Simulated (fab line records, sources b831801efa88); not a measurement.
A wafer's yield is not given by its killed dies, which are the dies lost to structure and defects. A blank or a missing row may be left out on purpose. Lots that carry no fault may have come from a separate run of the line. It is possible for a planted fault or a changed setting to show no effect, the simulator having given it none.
Which tool did it?	flow gf180mcu	24 lots, 72 wafers sampled, at 5 steps of a route of 602

## WHAT THE GAUGES SHOWED, per wafer
GF_STI_BOW_MEAS_00. Usual: INCOMING_BOW typically reads 0 um, with standard deviation 6.5.
lot	measured	on	INCOMING_BOW (um)	flag
L074	day 1 10:01	film-metro-03	-1 -1 4	
L075	day 1 15:01	film-metro-01	0 -2 -2	
L076	day 1 20:00	film-metro-04	7 -6 3	
L077	day 2 01:00	film-metro-03	-5 -9 -1	
L078	day 2 06:00	film-metro-04	1 4 -4	
L079	day 2 11:02	film-metro-03	15 20 -7	
L080	day 2 16:00	film-metro-04	-3 -12 5	
L081	day 2 21:00	film-metro-01	-5 2 3	
L082	day 3 02:01	film-metro-04	-6 5 1	
L083	day 3 07:02	film-metro-03	-2 -3 7	
L084	day 3 12:00	film-metro-04	-4 -16 0	
L085	day 3 17:02	film-metro-04	0 -6 3	
L086	day 3 22:01	film-metro-04	-8 -2 2	
L087	day 4 03:00	film-metro-01	-3 6 -18	
L088	day 4 08:01	film-metro-03	4 0 -11	
L089	day 4 13:00	film-metro-03	-2 0 3	
L090	day 4 18:02	film-metro-04	6 -6 9	
L091	day 4 23:00	film-metro-01	10 1 -4	
L092	day 5 04:01	film-metro-01	-3 3 2	
L093	day 5 09:01	film-metro-01	-19 -1 -1	
L094	day 5 14:00	film-metro-01	2 0 3	
L095	day 5 19:00	film-metro-04	-8 2 6	
L096	day 6 00:05	film-metro-04	-6 -3 -7	
L097	day 6 05:01	film-metro-04	-16 -1 -2	

GF_HV_LDD_CD_MEAS_46: target cd 400 nm. Usual: cd-nm reads 399.2 nm (standard deviation 1.6).
lot	measured	on	cd-nm (nm)	flag
L074	day 12 09:03	cd-sem-02	395.0 397.6 398.1	
L075	day 12 17:30	cd-sem-02	398.7 398.4 397.0	
L076	day 13 01:05	cd-sem-02	397.9 399.1 399.2	
L077	day 13 17:27	cd-sem-02	399.6 399.6 399.9	
L078	day 13 14:27	cd-sem-01	402.2 401.2 400.6	
L079	day 13 20:19	cd-sem-01	400.7 401.0 401.2	
L080	day 14 06:33	cd-sem-01	398.5 399.5 399.2	
L081	day 14 12:51	cd-sem-01	397.7 399.4 398.4	
L082	day 15 00:38	cd-sem-01	396.3 399.2 397.8	
L083	day 15 05:42	cd-sem-02	397.6 399.4 398.0	
L084	day 15 15:04	cd-sem-01	399.4 400.0 397.4	
L085	day 16 03:38	cd-sem-02	398.7 399.5 399.2	
L086	day 16 10:15	cd-sem-01	399.1 400.5 402.1	
L087	day 17 03:49	cd-sem-01	400.0 402.1 398.5	
L088	day 17 05:25	cd-sem-02	398.2 398.1 399.6	
L089	day 17 10:53	cd-sem-02	399.8 397.1 400.5	
L090	day 17 18:58	cd-sem-02	399.2 399.7 399.6	
L091	day 18 03:03	cd-sem-02	401.6 398.9 400.0	
L092	day 18 08:49	cd-sem-02	397.1 400.6 402.4	
L093	day 18 15:53	cd-sem-02	400.6 398.3 400.4	
L094	day 19 03:14	cd-sem-02	398.7 400.7 402.0	
L095	day 19 12:52	cd-sem-02	399.4 398.8 398.3	
L096	day 19 20:39	cd-sem-02	400.9 397.8 397.1	
L097	day 20 07:55	cd-sem-02	398.3 399.7 399.4	

GF_HV_LDD_OVL_MEAS_47. Usual: HV_LDD_03_OVL typically reads 2.2 nm, with standard deviation 1.4.
lot	measured	on	HV_LDD_03_OVL (nm)	flag
L074	day 12 09:09	overlay-01	2.9 1.6 1.7	
L075	day 12 17:36	overlay-01	3.2 0.8 1.5	
L076	day 13 01:12	overlay-01	2.8 1.7 3.6	
L077	day 13 17:34	overlay-01	0.7 -0.3 -0.1	
L078	day 13 14:34	overlay-01	4.3 4.0 4.4	
L079	day 13 20:25	overlay-01	1.9 2.5 1.9	
L080	day 14 06:40	overlay-01	3.1 2.3 1.9	
L081	day 14 12:58	overlay-02	3.8 4.3 4.0	
L082	day 15 00:44	overlay-02	3.0 0.2 0.0	
L083	day 15 05:47	overlay-01	2.5 2.1 3.3	
L084	day 15 15:11	overlay-02	-1.2 -0.7 1.9	
L085	day 16 03:44	overlay-02	3.3 1.9 1.3	
L086	day 16 10:21	overlay-01	3.0 2.1 3.4	
L087	day 17 03:56	overlay-01	1.7 0.5 2.0	
L088	day 17 05:32	overlay-01	3.5 3.1 2.4	
L089	day 17 11:00	overlay-01	3.7 3.8 4.4	
L090	day 17 19:04	overlay-02	4.2 1.4 2.0	
L091	day 18 03:10	overlay-02	0.5 1.1 0.8	
L092	day 18 08:56	overlay-01	2.0 5.5 2.8	
L093	day 18 15:59	overlay-02	1.4 2.1 2.8	
L094	day 19 03:21	overlay-02	2.3 3.3 1.8	
L095	day 19 12:59	overlay-02	1.7 2.0 1.8	
L096	day 19 20:46	overlay-01	0.5 1.0 0.2	
L097	day 20 08:02	overlay-02	-0.4 1.8 1.3	

GF_V2_BOW_MEAS_05. Usual: V2_BOW typically reads 101 um, with standard deviation 6.9.
lot	measured	on	V2_BOW (um)	flag
L074	day 19 06:40	film-metro-02	91 93 96	
L075	day 19 17:23	film-metro-02	99 99 98	
L076	day 20 02:44	film-metro-04	112 98 106	
L077	day 20 21:06	film-metro-04	96 93 100	
L078	day 20 18:36	film-metro-03	101 104 98	
L079	day 20 22:44	film-metro-02	113 115 88	
L080	day 21 13:40	film-metro-03	94 83 102	
L081	day 21 20:22	film-metro-03	91 98 100	
L082	day 22 09:55	film-metro-04	93 107 101	
L083	day 22 16:38	film-metro-03	102 101 109	
L084	day 22 23:15	film-metro-04	103 91 107	
L085	day 23 13:34	film-metro-04	103 95 106	
L086	day 23 20:10	film-metro-02	95 103 107	
L087	day 24 11:56	film-metro-02	92 102 78	
L088	day 24 13:02	film-metro-03	105 99 90	
L089	day 24 19:19	film-metro-03	99 100 101	
L090	day 25 00:35	film-metro-02	108 97 113	
L091	day 25 07:21	film-metro-02	114 107 100	
L092	day 25 15:11	film-metro-03	100 106 104	
L093	day 25 20:09	film-metro-03	92 108 109	
L094	day 26 05:53	film-metro-03	110 107 110	
L095	day 26 15:07	film-metro-02	96 104 108	
L096	day 26 23:00	film-metro-02	91 97 94	
L097	day 27 07:48	film-metro-03	92 104 105	

## EACH LOT AND THE TOOL THAT RAN IT (in order: tool; ch and the chambers of the sampled wafers; start)
lot	GF_SAB_ETCH_11
L074	rie-diel-04 ch 0,2,3, day 15 02:23
L075	rie-diel-02 ch 0,1,3, day 15 12:29
L076	rie-diel-04 ch 0,2, day 15 20:29
L077	rie-diel-03 ch 1,3, day 16 14:41
L078	rie-diel-03 ch 0,1,3, day 16 10:47
L079	rie-diel-03 ch 1,2,3, day 16 16:22
L080	rie-diel-02 ch 0,1, day 17 06:13
L081	rie-diel-04 ch 0,1,3, day 17 12:47
L082	rie-diel-02 ch 0,2,3, day 18 02:10
L083	rie-diel-04 ch 1,2,3, day 18 09:11
L084	rie-diel-02 ch 2,3, day 18 16:11
L085	rie-diel-02 ch 0,3, day 19 08:04
L086	rie-diel-04 ch 0,3, day 19 15:17
L087	rie-diel-02 ch 0,2,3, day 20 07:56
L088	rie-diel-03 ch 2,3, day 20 09:00
L089	rie-diel-03 ch 1,2,3, day 20 15:10
L090	rie-diel-04 ch 1,2,3, day 20 22:31
L091	rie-diel-02 ch 0,1,2, day 21 07:40
L092	rie-diel-03 ch 1,3, day 21 12:50
L093	rie-diel-03 ch 0,1,3, day 21 20:41
L094	rie-diel-04 ch 0,1,2, day 22 07:45
L095	rie-diel-02 ch 0,1,2, day 22 16:32
L096	rie-diel-04 ch 0,2,3, day 23 01:39
L097	rie-diel-02 ch 1,2, day 23 10:16
- GF_SAB_ETCH_11: etches SiO2 in C4F8/O2/Ar, target depth 55 nm, time 8.5 s.

## WHAT THE TOOLS THEMSELVES READ (means of the sampled wafers that have a number; where no wafer has one, the mark that the record gives instead)
GF_SAB_ETCH_11. Usual: chamber-pressure-mTorr 40.00 mTorr, standard deviation 0.069; oes-product-au 0.998 a.u., standard deviation 0.012.
lot	tool	chamber-pressure-mTorr (mTorr)	oes-product-au (a.u.)	flag
L074	rie-diel-04	40.03	0.999	
L075	rie-diel-02	40.04	0.998	
L076	rie-diel-04	39.97	0.996	
L077	rie-diel-03	39.99	1.001	
L078	rie-diel-03	40.00	1.005	
L079	rie-diel-03	40.00	1.005	
L080	rie-diel-02	40.02	1.001	
L081	rie-diel-04	40.01	1.000	
L082	rie-diel-02	40.01	1.004	
L083	rie-diel-04	39.98	0.992	
L084	rie-diel-02	39.99	1.006	
L085	rie-diel-02	40.01	1.004	
L086	rie-diel-04	40.02	0.995	
L087	rie-diel-02	40.00	0.995	
L088	rie-diel-03	40.02	0.983	
L089	rie-diel-03	40.01	0.999	
L090	rie-diel-04	40.03	0.993	
L091	rie-diel-02	39.99	0.995	
L092	rie-diel-03	40.02	0.992	
L093	rie-diel-03	40.01	0.995	
L094	rie-diel-04	40.01	0.995	
L095	rie-diel-02	39.96	1.007	
L096	rie-diel-04	40.00	1.002	
L097	rie-diel-02	40.03	0.993	

## THE ANSWER, worked out from the rows above alone
Rule: a lot counts as off when the mean over its wafers that have a number is more than 3 standard deviations away from the usual mean. Also off: a lot with no number at a reading for which 4 or more lots have one. All remaining lots with rows at the step are treated as sound. After the gauges, taken in route order, come the tools' own readings; for these a lot's mean is taken, as printed above. The first step at which some lot is off is used, and at that step the reading that is off furthest; a lot without a number counts as furthest.
No lot is off on any of the readings shown, so nothing can be concluded from this.

## WHAT THE SIMULATOR HAD PUT IN
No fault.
